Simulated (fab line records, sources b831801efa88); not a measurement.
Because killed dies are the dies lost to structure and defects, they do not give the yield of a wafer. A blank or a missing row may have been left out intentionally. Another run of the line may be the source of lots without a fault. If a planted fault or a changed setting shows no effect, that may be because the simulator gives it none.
Split-lot study | flow sky130 | 23 wafers read from 5 lots, route of 708 steps

ON THE SPLIT
At SKY_FIELD_ISO_OXIDATION_22 (stabilise 600 s, purge 300 s, target thk 10 nm), the setting tempC was moved away from the recipe's 950 C on 10 of the 23 wafers read, by -1.2% to +2.6%. All remaining wafers had this setting at the recipe value.

There is no step in the file separating the split from the reading.

THE READING
Values of FIELD_ISO_OXIDATION_01_THK in nm from SKY_FIELD_ISO_THK_MEAS_23. Fault-free wafers of this fab line usually give 10.08 nm, standard deviation 0.21 nm.

wafer  | tool, chamber at the split | tempC as run, C | against the recipe | FIELD_ISO_OXIDATION_01_THK, nm | against lot-mates on the recipe
L076.1 | -, -                       | 974.9           | +2.6%              | 13.55                          | no lot-mate on the recipe
L076.2 | -, -                       | 974.9           | +2.6%              | 13.33                          | no lot-mate on the recipe
L076.3 | -, -                       | 974.9           | +2.6%              | 13.67                          | no lot-mate on the recipe
L076.4 | -, -                       | 974.9           | +2.6%              | 13.42                          | no lot-mate on the recipe
L076.5 | -, -                       | 974.9           | +2.6%              | 13.42                          | no lot-mate on the recipe
L078.2 | furnace-01, 0              | 950             | recipe             | 10.21                          | -
L078.5 | furnace-01, 0              | 950             | recipe             | 10.31                          | -
L078.6 | furnace-01, 0              | 950             | recipe             | 10.25                          | -
L079.2 | -, -                       | 950             | recipe             | 10.23                          | -
L079.3 | -, -                       | 950             | recipe             | 10.33                          | -
L079.4 | -, -                       | 950             | recipe             | 10.22                          | -
L079.5 | -, -                       | 950             | recipe             | 10.25                          | -
L079.6 | -, -                       | 950             | recipe             | 10.42                          | -
L080.1 | -, -                       | 938.7           | -1.2%              | 8.43                           | no lot-mate on the recipe
L080.2 | -, -                       | 938.7           | -1.2%              | 8.42                           | no lot-mate on the recipe
L080.3 | -, -                       | 938.7           | -1.2%              | 8.44                           | no lot-mate on the recipe
L080.4 | -, -                       | 938.7           | -1.2%              | 8.37                           | no lot-mate on the recipe
L080.5 | -, -                       | 938.7           | -1.2%              | 8.32                           | no lot-mate on the recipe
L085.1 | -, -                       | 950             | recipe             | 10.22                          | -
L085.2 | -, -                       | 950             | recipe             | 9.99                           | -
L085.3 | -, -                       | 950             | recipe             | 10.02                          | -
L085.5 | -, -                       | 950             | recipe             | 10.15                          | -
L085.6 | -, -                       | 950             | recipe             | 10.18                          | -

FIT RESULTS
A straight line over all 23 wafers: FIELD_ISO_OXIDATION_01_THK changes by +1.31 nm for each +1% of tempC; r = +1.00; the points scatter about the line by 0.16 nm.
Too few moved wafers with a lot-mate on the recipe to fit a line net of each lot's own level.

THE WHOLE CHAIN: every reading that the file lists as answering this split, in the file's order
step                       | what it does                                   | reading                                                                               | change (the file's fit)              | r (the file's)
SKY_FIELD_ISO_OXIDATION_22 | stabilise 600 s, purge 300 s, target thk 10 nm | SiO2_of_FIELD_ISO_OXIDATION_22.thkNm (the simulator's own value, which no gauge read) | +1.31 nm for each +1% of the setting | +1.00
SKY_FIELD_ISO_THK_MEAS_23  |                                                | FIELD_ISO_OXIDATION_01_THK                                                            | +1.31 for each +1% of the setting    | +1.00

THE FILE'S OWN FIT
FIELD_ISO_OXIDATION_01_THK changes by +1.31 nm for each +1% of tempC, r = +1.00.
